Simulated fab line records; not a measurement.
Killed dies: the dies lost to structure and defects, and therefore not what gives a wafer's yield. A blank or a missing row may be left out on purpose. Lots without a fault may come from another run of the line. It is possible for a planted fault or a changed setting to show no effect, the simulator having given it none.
What tool caused it? -- flow gf180mcu -- Sampling: 13 lots, 39 wafers, 4 of 602 route steps

## WHAT EACH GAUGE READ, for each wafer
GF_V2_THK_MEAS_25: measures by xrf. Usual: V2_W_THK typically reads 344 nm, with standard deviation 5.2.
lot,measured,on,V2_W_THK (nm),flag
L166,day 20 07:53,film_metro-03,337 338 345,
L167,day 20 23:14,film_metro-01,350 339 340,
L168,day 21 08:20,film_metro-04,344 348 347,
L172,day 22 18:02,film_metro-01,344 345 346,
L174,day 23 08:44,film_metro-03,343 342 345,
L176,day 24 03:01,film_metro-01,347 344 350,
L177,day 24 20:29,film_metro-01,339 347 334,
L178,day 24 22:04,film_metro-01,347 343 342,
L179,day 25 01:43,film_metro-03,335 344 343,
L180,day 25 10:58,film_metro-03,339 335 342,
L187,day 27 12:24,film_metro-03,342 338 346,
L188,day 27 22:14,film_metro-03,347 345 339,
L189,day 28 02:08,film_metro-01,349 339 349,

GF_V4_THK_MEAS_01. Usual: V4_CVD_00_THK typically reads 600 nm, with standard deviation 5.7.
lot,measured,on,V4_CVD_00_THK (nm),flag
L166,day 23 11:13,film_metro-04,594 600 604,
L167,day 24 01:01,film_metro-04,596 604 605,
L168,day 24 09:48,film_metro-01,592 597 596,
L172,day 25 17:25,film_metro-01,606 606 597,
L174,day 26 06:29,film_metro-03,594 602 599,
L176,day 26 23:45,film_metro-04,599 599 600,
L177,day 27 14:46,film_metro-04,597 599 610,
L178,day 27 16:53,film_metro-03,597 598 600,
L179,day 27 21:55,film_metro-03,602 596 601,
L180,day 28 04:49,film_metro-03,600 603 602,
L187,day 30 01:53,film_metro-01,598 606 599,
L188,day 30 11:57,film_metro-04,595 601 602,
L189,day 30 16:16,film_metro-04,596 604 595,

## TOOL THAT RAN EACH LOT (tool first, then ch and the chambers of the sampled wafers, then the start)
lot,GF_V3_CMP_04,GF_M4_SPUTTER_04
L166,"cmp-02 ch 1,2,3, day 21 09:38","pvd_sputter-03, day 22 11:17"
L167,"cmp-02 ch 0,1,3, day 22 00:05","pvd_sputter-01, day 23 01:36"
L168,"cmp-02 ch 0,1,2, day 22 09:22","pvd_sputter-01, day 23 10:23"
L172,"cmp-02 ch 0,2, day 23 18:54","pvd_sputter-02, day 24 18:27"
L174,"cmp-02 ch 0,2,3, day 24 08:44","pvd_sputter-01, day 25 08:54"
L176,"cmp-02 ch 2,3, day 25 02:20","pvd_sputter-03, day 26 01:32"
L177,"cmp-02 ch 2,3, day 25 19:29","pvd_sputter-03, day 26 18:19"
L178,"cmp-02 ch 0,1,3, day 25 20:35","pvd_sputter-01, day 26 19:40"
L179,"cmp-02 ch 1,2,3, day 26 00:50","pvd_sputter-03, day 27 00:15"
L180,"cmp-02 ch 0,3, day 26 09:37","pvd_sputter-01, day 27 08:06"
L187,"cmp-01 ch 0,2,3, day 28 09:31","pvd_sputter-03, day 29 06:01"
L188,"cmp-02 ch 0,2,3, day 28 19:55","pvd_sputter-01, day 29 17:00"
L189,"cmp-02 ch 2,3, day 28 23:28","pvd_sputter-02, day 29 21:03"
- GF_V3_CMP_04: polishes SiO2.
- GF_M4_SPUTTER_04: material TiN, target thk 50 nm, time 43.15 s.

## AS READ BY THE TOOLS THEMSELVES (means over the sampled wafers that have a number; for cases with no such wafer, the mark the record gives instead)
GF_V3_CMP_04. Usual: edge_zone_pressure_frac 0.999, standard deviation 0.0052; motor_current_A 11.0 A, standard deviation 1.4; time_to_endpoint_s 80 s, standard deviation 5.2.
lot,tool,edge_zone_pressure_frac,motor_current_A (A),time_to_endpoint_s (s),flag
L166,cmp-02,0.999,11.9,85,
L167,cmp-02,1.003,11.2,82,
L168,cmp-02,1.000,10.4,81,
L172,cmp-02,1.000,9.7,88,
L174,cmp-02,0.997,10.5,82,
L176,cmp-02,1.002,12.1,81,
L177,cmp-02,1.004,12.2,81,
L178,cmp-02,1.000,11.3,79,
L179,cmp-02,1.004,11.8,78,
L180,cmp-02,1.002,11.2,75,
L187,cmp-01,1.003,10.7,82,
L188,cmp-02,1.002,10.7,76,
L189,cmp-02,0.997,11.3,79,

GF_M4_SPUTTER_04. Usual: chamber_pressure_pa 0.3998 Pa, standard deviation 0.00079; throttle_valve_pct 30.1 %, standard deviation 0.74.
lot,tool,chamber_pressure_pa (Pa),throttle_valve_pct (%),flag
L166,pvd_sputter-03,0.3991,29.4,
L167,pvd_sputter-01,0.3996,30.3,
L168,pvd_sputter-01,0.3998,30.2,
L172,pvd_sputter-02,0.3996,30.2,
L174,pvd_sputter-01,0.3999,30.4,
L176,pvd_sputter-03,0.3990,30.6,
L177,pvd_sputter-03,0.3996,30.5,
L178,pvd_sputter-01,0.3998,30.2,
L179,pvd_sputter-03,0.3992,29.5,
L180,pvd_sputter-01,0.3987,30.2,
L187,pvd_sputter-03,0.3986,30.2,
L188,pvd_sputter-01,0.4004,30.7,
L189,pvd_sputter-02,0.4006,29.9,

## THE ANSWER, worked out from the rows above alone
Rule: lot off if the mean of its wafers having a number is beyond 3 standard deviations from the usual mean. A lot without any number at a reading at which 4 lots or more have one is off too. Where the step has rows for the other lots, those lots are counted as sound. First the gauges in route order, then the tools' own readings, where a lot's mean is used as printed above. At the first step where some lot is off, the reading lying furthest off is the one used; lots without a number count as furthest.
None of the lots is off at any reading shown; this tells nothing.

## WHAT THE SIMULATOR HAD INSERTED
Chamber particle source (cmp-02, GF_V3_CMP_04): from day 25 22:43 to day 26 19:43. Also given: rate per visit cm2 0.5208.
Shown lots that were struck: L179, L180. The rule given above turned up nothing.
